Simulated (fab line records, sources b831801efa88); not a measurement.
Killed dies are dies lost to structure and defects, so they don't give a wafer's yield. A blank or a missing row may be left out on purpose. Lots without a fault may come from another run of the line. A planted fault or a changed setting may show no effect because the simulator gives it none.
fab line records | flow sfq_line | part 1 of 2: steps 1 to 24 of 34
record lots=5 wafers=15 last_day=75
route steps=325 shown C5@250 M6@251 I6@266 M7@281
lots that met no fault: from a run of the same line without faults
start_h: hours from the record's first day to the start of the lot's first wafer shown | wait_h: hours since the lot's step before | " the same as in the row above | L1.1+2: a row that stands for several wafers | - no value, or no start given | * or withheld: withheld | < > ~ a bound
route shown NAME@n: a module of which the file shows steps, and the number in the route of the first | usual: mean/standard deviation of fault-free wafers | same: alike in all rows | chamber/n: place in a boat | sites: the reading at each site | _std_site: their standard deviation | _edge_site: outer sites' mean less inner sites' | radius_mm: how far each site lies from the wafer's centre | mask NAME#n: copy n | behind: the tool/chamber that last shaped the wafer | hold: why the lot was held/for how many hours/how that ended | device: the transistor (n, p or np) that didn't switch | end of line: the same wafers' tests at the end of the route | a step without rows: its recipe alone | killed: dies lost to structure and defects at the first sort, not the wafer's yield | map: a wafer's dies, x killed, . not, _ none there
set.NAME: the setting as run; set.NAME@STEP: as run at that earlier step | model.NAME: the simulator's own value behind a step, which no gauge read
lots at some steps of the route; a table a step, a row a wafer
services: from which hour (start_h, from the record's first day; less than 0 if before it) a tool's chamber was out of use, for how many hours, and why
## steps
# step SFQ_TRILAYER_C5_STRIP_SOLV_CLEAN_156
# recipe chemistry=NMP temp_c=70 time_s=600
# columns lot.wafer tool chamber start_h wait_h
L080.1+4+6 wet_bench-02 1,6,0 1320.85 0.4
L088.1+3+6 wet_bench-04 5,1,3 1423.85 0.4
L089.2+3+5 wet_bench-03 2,0,3 1425.05 0.4
L093.1+5+6 wet_bench-02 2,1,0 1479.57 1.3
L095.2+4+5 wet_bench-03 3,2,1 1501.26 0.4
# step SFQ_TRILAYER_M6_DEP_PRE_CLEAN_158
# recipe gas=Ar time_s=22.5 bias_v=250
# columns lot.wafer tool chamber start_h wait_h
L080.1+4+6 pvd_sputter-03 - 1321.20 0.0
L088.1+3+6 pvd_sputter-03 - 1424.03 0.0
L089.2+3+5 pvd_sputter-06 - 1425.25 0.0
L093.1+5+6 pvd_sputter-03 - 1479.92 0.0
L095.2+4+5 pvd_sputter-03 - 1501.45 0.0
# step SFQ_TRILAYER_M6_DEP_SPUTTER_157
# recipe material=Nb base_pressure_pa=1.33e-06 chamber_pressure_pa=0.1333 substrate_temp_c=20 target_thk_nm=200 power_w=2000 time_s=133.3
# usual throttle_valve_pct=30.4/1
# columns lot.wafer tool chamber start_h wait_h throttle_valve_pct
L080.1 pvd_sputter-03 - 1321.23 0.0 28.7
L080.4 " - " " 29.8
L080.6 " - " " 30.0
L088.1 pvd_sputter-03 - 1424.06 0.0 29.2
L088.3 " - " " 29.9
L088.6 " - " " 29.0
L089.2 pvd_sputter-06 - 1425.27 0.0 31.3
L089.3 " - " " 30.9
L089.5 " - " " 32.6
L093.1 pvd_sputter-03 - 1479.95 0.0 30.0
L093.5 " - " " 30.0
L093.6 " - " " 29.0
L095.2 pvd_sputter-03 - 1501.48 0.0 29.9
L095.4 " - " " 30.0
L095.5 " - " " 28.9
# step SFQ_M6_RS_MEAS_938
# recipe thk_meas_gauge=four-point-probe reads=Nb_of_TRILAYER_M6_DEP_SPUTTER_157
# usual M6_NB_RS=0.893/0.0097
# columns lot.wafer tool chamber start_h wait_h M6_NB_RS[ohm/sq]
L080.1 film_metro-02 - 1321.32 0.0 0.875
L080.4 " - " " 0.877
L080.6 " - " " 0.872
L088.1 film_metro-02 - 1424.15 0.0 0.897
L088.3 " - " " 0.895
L088.6 " - " " 0.897
L089.2 film_metro-03 - 1425.39 0.1 0.879
L089.3 " - " " 0.868
L089.5 " - " " 0.886
L093.1 film_metro-04 - 1480.04 0.0 0.887
L093.5 " - " " 0.896
L093.6 " - " " 0.890
L095.2 film_metro-03 - 1501.59 0.1 0.878
L095.4 " - " " 0.885
L095.5 " - " " 0.870
# step SFQ_TRILAYER_M6_LITHO_COAT_164
# recipe resist=BARC spin_rpm=3000 resist_thk_nm=62
# usual chill_plate_temp_C=23.00/0.09
# columns lot.wafer tool chamber start_h wait_h chill_plate_temp_C
L080.1 litho_track-04 0 1321.50 0.1 22.99
L080.4 " 0 " " 22.94
L080.6 " 0 " " 22.98
L088.1 litho_track-03 0 1424.33 0.1 22.91
L088.3 " 0 " " 22.97
L088.6 " 0 " " 22.89
L089.2 litho_track-01 0 1425.60 0.1 23.07
L089.3 " 0 " " 23.05
L089.5 " 0 " " 23.10
L093.1 litho_track-01 0 1480.22 0.1 22.91
L093.5 " 0 " " 22.92
L093.6 " 0 " " 22.82
L095.2 litho_track-03 0 1501.80 0.1 23.02
L095.4 " 0 " " 22.95
L095.5 " 0 " " 22.88
# step SFQ_TRILAYER_M6_LITHO_COAT_159
# recipe resist=KrF spin_rpm=3000 resist_thk_nm=600
# usual chill_plate_temp_C=23.00/0.089
# columns lot.wafer tool chamber start_h wait_h chill_plate_temp_C
L080.1 litho_track-04 0 1321.80 0.2 22.93
L080.4 " 0 " " 22.99
L080.6 " 0 " " 22.97
L088.1 litho_track-03 0 1424.63 0.2 22.99
L088.3 " 0 " " 23.05
L088.6 " 0 " " 23.07
L089.2 litho_track-01 0 1425.90 0.2 23.03
L089.3 " 0 " " 22.95
L089.5 " 0 " " 22.95
L093.1 litho_track-01 0 1480.52 0.2 23.03
L093.5 " 0 " " 23.06
L093.6 " 0 " " 22.99
L095.2 litho_track-03 0 1502.10 0.2 23.00
L095.4 " 0 " " 22.97
L095.5 " 0 " " 23.05
# step SFQ_TRILAYER_M6_LITHO_SOFTBAKE_163
# recipe temp_c=withheld time_s=withheld resist=KrF
# usual chill_plate_temp_C=*
# columns lot.wafer tool chamber start_h wait_h chill_plate_temp_C
L080.1 litho_track-04 0 1322.10 0.2 *
L080.4 " 0 " " *
L080.6 " 0 " " *
L088.1 litho_track-03 0 1424.93 0.2 *
L088.3 " 0 " " *
L088.6 " 0 " " *
L089.2 litho_track-01 0 1426.17 0.2 *
L089.3 " 0 " " *
L089.5 " 0 " " *
L093.1 litho_track-01 0 1480.82 0.2 *
L093.5 " 0 " " *
L093.6 " 0 " " *
L095.2 litho_track-03 0 1502.37 0.2 *
L095.4 " 0 " " *
L095.5 " 0 " " *
# step SFQ_TRILAYER_M6_LITHO_EXPOSE_160
# recipe mask_id=M6 na=0.6 source_shape=conventional sigma_outer=0.65 target_cd_nm=500 dose_mj=14.4
# usual focus_offset_nm=-0.1/0.53
# same na=0.6
# columns lot.wafer tool chamber start_h wait_h mask focus_offset_nm
L080.1 krf_scanner-01 0 1322.38 - M6#0 -0.9
L080.4 " 0 " " M6#0 -0.4
L080.6 " 0 " " M6#0 -0.3
L088.1 krf_scanner-02 0 1432.11 - M6#0 0.1
L088.3 " 0 " " M6#0 0.4
L088.6 " 0 " " M6#0 0.1
L089.2 krf_scanner-02 0 1433.51 - M6#0 0.1
L089.3 " 0 " " M6#0 0.3
L089.5 " 0 " " M6#0 0.2
L093.1 krf_scanner-02 0 1482.00 - M6#0 0.3
L093.5 " 0 " " M6#0 -0.4
L093.6 " 0 " " M6#0 -0.6
L095.2 krf_scanner-01 0 1502.82 - M6#0 -0.1
L095.4 " 0 " " M6#0 0.5
L095.5 " 0 " " M6#0 -0.4
# step SFQ_TRILAYER_M6_LITHO_PEB_162
# recipe peb_temp_c=115 peb_time_s=60 resist=KrF
# usual chill_plate_temp_C=23.01/0.1
# columns lot.wafer tool chamber start_h wait_h chill_plate_temp_C
L080.1 litho_track-04 0 1323.58 1.0 23.00
L080.4 " 0 " " 23.12
L080.6 " 0 " " 23.07
L088.1 litho_track-01 0 1433.31 1.0 23.12
L088.3 " 0 " " 23.21
L088.6 " 0 " " 23.04
L089.2 litho_track-01 0 1434.53 0.8 22.99
L089.3 " 0 " " 23.02
L089.5 " 0 " " 23.17
L093.1 litho_track-04 0 1483.20 1.0 23.07
L093.5 " 0 " " 23.05
L093.6 " 0 " " 23.06
L095.2 litho_track-04 0 1503.85 0.8 23.03
L095.4 " 0 " " 23.00
L095.5 " 0 " " 23.00
# step SFQ_TRILAYER_M6_LITHO_DEVELOP_161
# recipe time_s=60 resist=KrF
# usual chill_plate_temp_C=23.01/0.11
# columns lot.wafer tool chamber start_h wait_h chill_plate_temp_C
L080.1 litho_track-04 0 1323.73 0.1 22.86
L080.4 " 0 " " 22.84
L080.6 " 0 " " 22.97
L088.1 litho_track-01 0 1433.46 0.1 22.93
L088.3 " 0 " " 23.02
L088.6 " 0 " " 23.02
L089.2 litho_track-01 0 1434.68 0.1 22.93
L089.3 " 0 " " 23.03
L089.5 " 0 " " 22.92
L093.1 litho_track-04 0 1483.35 0.1 22.89
L093.5 " 0 " " 23.00
L093.6 " 0 " " 23.06
L095.2 litho_track-04 0 1504.00 0.1 23.15
L095.4 " 0 " " 23.09
L095.5 " 0 " " 23.07
# step SFQ_M6_OVL_MEAS_940
# usual M6_OVL=-5/5.7
# columns lot.wafer tool chamber start_h wait_h M6_OVL[nm]
L080.1 overlay-02 - 1323.88 0.1 -3
L080.4 " - " " -5
L080.6 " - " " -8
L088.1 overlay-01 - 1433.61 0.1 3
L088.3 " - " " -6
L088.6 " - " " -6
L089.2 overlay-01 - 1434.81 0.1 -3
L089.3 " - " " -4
L089.5 " - " " -3
L093.1 overlay-01 - 1483.50 0.1 -5
L093.5 " - " " -12
L093.6 " - " " -3
L095.2 overlay-02 - 1504.13 0.1 1
L095.4 " - " " -2
L095.5 " - " " -2
# step SFQ_TRILAYER_M6_BARC_OPEN_METAL_ETCH_206
# recipe mask_material=PR chemistry=O2 target_depth_nm=125 target=BARC icp_w=600 bias_w=80 pressure_mtorr=10 time_s=41.7
# usual bias_w=80.02/0.25 drypump_motor_current_A=5.85/0.19 oes_product_au=0.685/0.0048
# columns lot.wafer tool chamber start_h wait_h bias_w drypump_motor_current_A oes_product_au rf_hours_counter_h
L080.1 rie_metal-03 1 1323.92 0.0 79.75 5.95 0.686 130
L080.4 " 0 " " 79.80 5.86 0.690 -
L080.6 " 1 " " 80.07 5.95 0.688 -
L088.1 rie_metal-01 1 1433.64 0.0 79.88 5.85 0.684 44
L088.3 " 1 " " 79.71 5.86 0.685 -
L088.6 " 0 " " 80.27 5.78 0.680 -
L089.2 rie_metal-02 0 1434.86 0.0 80.31 5.62 0.684 -
L089.3 " 0 " " 79.68 5.61 0.689 -
L089.5 " 0 " " 79.88 5.61 0.685 -
L093.1 rie_metal-01 0 1483.53 0.0 79.98 5.76 0.684 94
L093.5 " 1 " " 79.99 5.83 0.689 -
L093.6 " 0 " " 80.37 5.76 0.681 -
L095.2 rie_metal-03 0 1504.18 0.0 80.08 5.82 0.681 -
L095.4 " 0 " " 79.51 5.83 0.694 -
L095.5 " 0 " " 79.47 5.85 0.688 -
# step SFQ_TRILAYER_M6_ETCH_METAL_ETCH_162
# recipe target=Nb stop_on=SiO2 mask_material=PR chemistry=Cl2/Ar target_depth_nm=240 icp_w=600 bias_w=80 pressure_mtorr=10 time_s=120
# usual bias_w=79.98/0.24 drypump_motor_current_A=5.85/0.19 oes_product_au=0.892/0.0075
# columns lot.wafer tool chamber start_h wait_h bias_w drypump_motor_current_A oes_product_au rf_hours_counter_h
L080.1 rie_metal-03 1 1323.98 0.0 80.40 5.95 0.903 130
L080.4 " 0 " " 79.87 5.85 0.901 -
L080.6 " 1 " " 80.18 5.95 0.910 -
L088.1 rie_metal-01 1 1433.70 0.0 80.18 5.84 0.893 44
L088.3 " 1 " " 80.26 5.87 0.889 -
L088.6 " 0 " " 80.14 5.75 0.891 -
L089.2 rie_metal-02 0 1435.00 0.1 79.98 5.63 0.895 -
L089.3 " 0 " " 79.53 5.61 0.909 -
L089.5 " 0 " " 79.71 5.62 0.897 -
L093.1 rie_metal-01 0 1483.59 0.0 80.30 5.75 0.894 94
L093.5 " 1 " " 80.09 5.83 0.894 -
L093.6 " 0 " " 80.28 5.75 0.891 -
L095.2 rie_metal-03 0 1504.32 0.1 79.84 5.89 0.905 -
L095.4 " 0 " " 79.86 5.80 0.900 -
L095.5 " 0 " " 79.76 5.86 0.904 -
# step SFQ_TRILAYER_M6_STRIP_STRIP_163
# recipe gas=O2 power_w=200 platen_temp_c=40 overash_fraction=0.65 chemistry=O2 pressure_mtorr=50
# usual drypump_motor_current_A=5.85/0.19 oes_product_au=0.995/0.0084
# columns lot.wafer tool chamber start_h wait_h drypump_motor_current_A oes_product_au rf_hours_counter_h
L080.1 rie_metal-03 1 1324.10 0.1 5.96 1.006 130
L080.4 " 0 " " 5.87 1.005 -
L080.6 " 1 " " 5.94 0.999 -
L088.1 rie_metal-01 1 1433.83 0.1 5.85 0.996 44
L088.3 " 1 " " 5.86 0.977 -
L088.6 " 0 " " 5.78 1.001 -
L089.2 rie_metal-02 0 1435.41 0.4 5.62 0.986 -
L089.3 " 0 " " 5.63 0.989 -
L089.5 " 0 " " 5.61 0.981 -
L093.1 rie_metal-01 0 1483.72 0.1 5.77 1.003 95
L093.5 " 1 " " 5.86 0.988 -
L093.6 " 0 " " 5.76 0.994 -
L095.2 rie_metal-03 0 1504.73 0.4 5.83 1.009 -
L095.4 " 0 " " 5.85 1.002 -
L095.5 " 0 " " 5.85 1.013 -
# step SFQ_TRILAYER_M6_STRIP_SOLV_CLEAN_164
# recipe chemistry=NMP temp_c=70 time_s=600
# columns lot.wafer tool chamber start_h wait_h
L080.1+4+6 wet_bench-04 2,3,4 1324.70 0.4
L088.1+3+6 wet_bench-04 2,3,7 1434.43 0.4
L089.2+3+5 wet_bench-04 2,5,1 1436.41 0.8
L093.1+5+6 wet_bench-03 6,2,3 1484.32 0.4
L095.2+4+5 wet_bench-01 4,3,2 1505.73 0.8
# step SFQ_TRILAYER_I6_DEP_PECVD_165
# recipe material=SiO2 temp_c=150 time_s=111.11 pressure_torr=2.4 rf_w=183.3 precursor=SiH4/N2O target_thk_nm=500
# usual heater_power_w=93/18 showerhead_vpp_V=801/60 throttle_valve_pct=25.3/1.4
# columns lot.wafer tool chamber start_h wait_h heater_power_w showerhead_vpp_V throttle_valve_pct
L080.1 pecvd-02 2 1324.88 0.0 126 719 25.0
L080.4 " 2 " " 131 708 24.7
L080.6 " 0 " " 94 784 26.4
L088.1 pecvd-02 1 1434.60 0.0 81 896 25.6
L088.3 " 0 " " 106 778 27.4
L088.6 " 1 " " 89 875 25.7
L089.2 pecvd-03 1 1436.59 0.0 77 853 26.8
L089.3 " 2 " " 101 761 25.0
L089.5 " 0 " " 95 778 23.7
L093.1 pecvd-02 1 1484.49 0.0 78 888 25.8
L093.5 " 1 " " 79 868 26.0
L093.6 " 0 " " 104 781 27.8
L095.2 pecvd-02 0 1505.91 0.0 103 794 27.9
L095.4 " 2 " " 131 704 24.9
L095.5 " 1 " " 69 902 26.1
# step SFQ_TRILAYER_I6_CMP_CMP_166
# recipe material=SiO2 down_force_psi=3 platen_rpm=60 pad_velocity_m_s=0.94248
# usual motor_current_A=10.5/0.89 slurry_filter_dp_kPa=13.50/0.15 time_to_endpoint_s=219/7.8
# columns lot.wafer tool chamber start_h wait_h motor_current_A slurry_filter_dp_kPa time_to_endpoint_s
L080.1 cmp-02 2 1324.95 0.0 10.8 13.42 221
L080.4 " 1 1326.45 1.5 10.7 13.42 230
L080.6 " 3 1327.45 2.5 9.7 13.59 223
L088.3 cmp-02 0 1442.09 7.4 11.3 13.60 212
L088.1 " 1 " " 9.7 13.26 207
L088.6 " 3 1443.59 8.9 8.9 13.54 213
L089.3 cmp-02 1 1444.59 8.0 10.5 13.78 224
L089.2 " 3 1445.59 9.0 9.3 13.34 215
L089.5 " 0 " " 11.0 13.32 221
L093.1 cmp-01 2 1485.57 1.0 9.7 13.65 219
L093.6 " 0 1486.57 2.0 10.2 13.26 214
L093.5 " 1 " " 10.0 13.74 213
L095.4 cmp-02 1 1507.31 1.3 10.0 13.59 217
L095.2 " 0 1508.81 2.9 10.8 13.61 212
L095.5 " 1 " " 10.6 13.57 211
# step SFQ_I6_BOW_MEAS_941
# recipe mode=bow
# usual I6_BOW=9/9.8
# columns lot.wafer tool chamber start_h wait_h I6_BOW[um]
L080.1 film_metro-01 - 1327.95 2.5 1
L080.4 " - " " 7
L080.6 " - " " 3
L088.1 film_metro-01 - 1444.09 1.0 20
L088.3 " - " " 19
L088.6 " - " " 15
L089.2 film_metro-02 - 1447.11 1.0 -15
L089.3 " - " " -13
L089.5 " - " " -15
L093.1 film_metro-01 - 1487.57 1.5 -2
L093.5 " - " " -3
L093.6 " - " " 9
L095.2 film_metro-04 - 1510.33 1.0 4
L095.4 " - " " 14
L095.5 " - " " 4
# step SFQ_TRILAYER_I6_METRO_MEASURE_167
# usual thk_nm=200.7/1.1
# columns lot.wafer tool chamber start_h wait_h thk_nm
L080.1 film_metro-01 - 1328.07 0.1 200.8
L080.4 " - " " 201.1
L080.6 " - " " 200.2
L088.1 film_metro-01 - 1444.21 0.1 200.1
L088.3 " - " " 200.7
L088.6 " - " " 200.6
L089.2 film_metro-02 - 1447.41 0.3 199.0
L089.3 " - " " 198.8
L089.5 " - " " 200.2
L093.1 film_metro-01 - 1487.69 0.1 200.1
L093.5 " - " " 199.9
L093.6 " - " " 200.2
L095.2 film_metro-04 - 1510.63 0.3 200.5
L095.4 " - " " 200.9
L095.5 " - " " 201.2
# step SFQ_TRILAYER_I6_VIA_LITHO_COAT_174
# recipe resist=BARC spin_rpm=3000 resist_thk_nm=62
# usual chill_plate_temp_C=23.00/0.1
# columns lot.wafer tool chamber start_h wait_h chill_plate_temp_C
L080.1 litho_track-02 0 1329.27 1.0 22.87
L080.4 " 0 " " 22.77
L080.6 " 0 " " 22.94
L088.1 litho_track-01 0 1445.41 1.0 23.21
L088.3 " 0 " " 22.82
L088.6 " 0 " " 23.17
L089.2 litho_track-02 0 1448.46 0.8 23.05
L089.3 " 0 " " 22.99
L089.5 " 0 " " 23.06
L093.1 litho_track-02 0 1488.89 1.0 23.11
L093.5 " 0 " " 23.00
L093.6 " 0 " " 22.94
L095.2 litho_track-02 0 1511.68 0.8 23.23
L095.4 " 0 " " 23.11
L095.5 " 0 " " 23.35
# step SFQ_TRILAYER_I6_VIA_LITHO_COAT_169
# recipe resist=KrF spin_rpm=3000 resist_thk_nm=650
# usual chill_plate_temp_C=23.02/0.1
# columns lot.wafer tool chamber start_h wait_h chill_plate_temp_C
L080.1 litho_track-02 0 1329.57 0.2 23.06
L080.4 " 0 " " 23.19
L080.6 " 0 " " 23.06
L088.1 litho_track-01 0 1445.71 0.2 22.92
L088.3 " 0 " " 23.05
L088.6 " 0 " " 23.00
L089.2 litho_track-02 0 1448.76 0.2 23.03
L089.3 " 0 " " 23.06
L089.5 " 0 " " 22.99
L093.1 litho_track-02 0 1489.19 0.2 22.94
L093.5 " 0 " " 22.95
L093.6 " 0 " " 23.08
L095.2 litho_track-02 0 1511.98 0.2 23.00
L095.4 " 0 " " 22.85
L095.5 " 0 " " 22.98
# step SFQ_TRILAYER_I6_VIA_LITHO_SOFTBAKE_173
# recipe temp_c=withheld time_s=withheld resist=KrF
# usual chill_plate_temp_C=*
# columns lot.wafer tool chamber start_h wait_h chill_plate_temp_C
L080.1 litho_track-02 0 1329.87 0.2 *
L080.4 " 0 " " *
L080.6 " 0 " " *
L088.1 litho_track-01 0 1446.01 0.2 *
L088.3 " 0 " " *
L088.6 " 0 " " *
L089.2 litho_track-02 0 1449.03 0.2 *
L089.3 " 0 " " *
L089.5 " 0 " " *
L093.1 litho_track-02 0 1489.49 0.2 *
L093.5 " 0 " " *
L093.6 " 0 " " *
L095.2 litho_track-02 0 1512.26 0.2 *
L095.4 " 0 " " *
L095.5 " 0 " " *
# step SFQ_TRILAYER_I6_VIA_LITHO_EXPOSE_170
# recipe mask_id=I6 na=0.6 source_shape=conventional sigma_outer=0.65 target_cd_nm=700 dose_mj=21.3
# usual focus_offset_nm=0.0/0.48
# same na=0.6
# columns lot.wafer tool chamber start_h wait_h mask focus_offset_nm
L080.1 krf_scanner-02 0 1449.01 - I6#0 0.0
L080.4 " 0 " " I6#0 -0.1
L080.6 " 0 " " I6#0 -0.5
L088.1 krf_scanner-02 0 1470.35 - I6#0 0.2
L088.3 " 0 " " I6#0 0.1
L088.6 " 0 " " I6#0 -0.6
L089.2 krf_scanner-02 0 1471.75 - I6#0 -0.3
L089.3 " 0 " " I6#0 -0.5
L089.5 " 0 " " I6#0 0.0
L093.1 krf_scanner-01 0 1600.17 - I6#0 0.6
L093.5 " 0 " " I6#0 0.3
L093.6 " 0 " " I6#0 0.7
L095.2 krf_scanner-01 0 1619.57 - I6#0 -0.3
L095.4 " 0 " " I6#0 0.3
L095.5 " 0 " " I6#0 0.6
# step SFQ_TRILAYER_I6_VIA_LITHO_PEB_172
# recipe peb_temp_c=115 peb_time_s=60 resist=KrF
# usual chill_plate_temp_C=23.01/0.099
# columns lot.wafer tool chamber start_h wait_h chill_plate_temp_C
L080.1 litho_track-01 0 1450.21 1.0 23.05
L080.4 " 0 " " 23.09
L080.6 " 0 " " 23.07
L088.1 litho_track-02 0 1471.55 1.0 23.03
L088.3 " 0 " " 22.98
L088.6 " 0 " " 23.05
L089.2 litho_track-02 0 1472.77 0.8 22.98
L089.3 " 0 " " 22.90
L089.5 " 0 " " 23.17
L093.1 litho_track-03 0 1601.37 1.0 23.06
L093.5 " 0 " " 23.06
L093.6 " 0 " " 22.91
L095.2 litho_track-01 0 1620.60 0.8 22.98
L095.4 " 0 " " 23.08
L095.5 " 0 " " 23.14
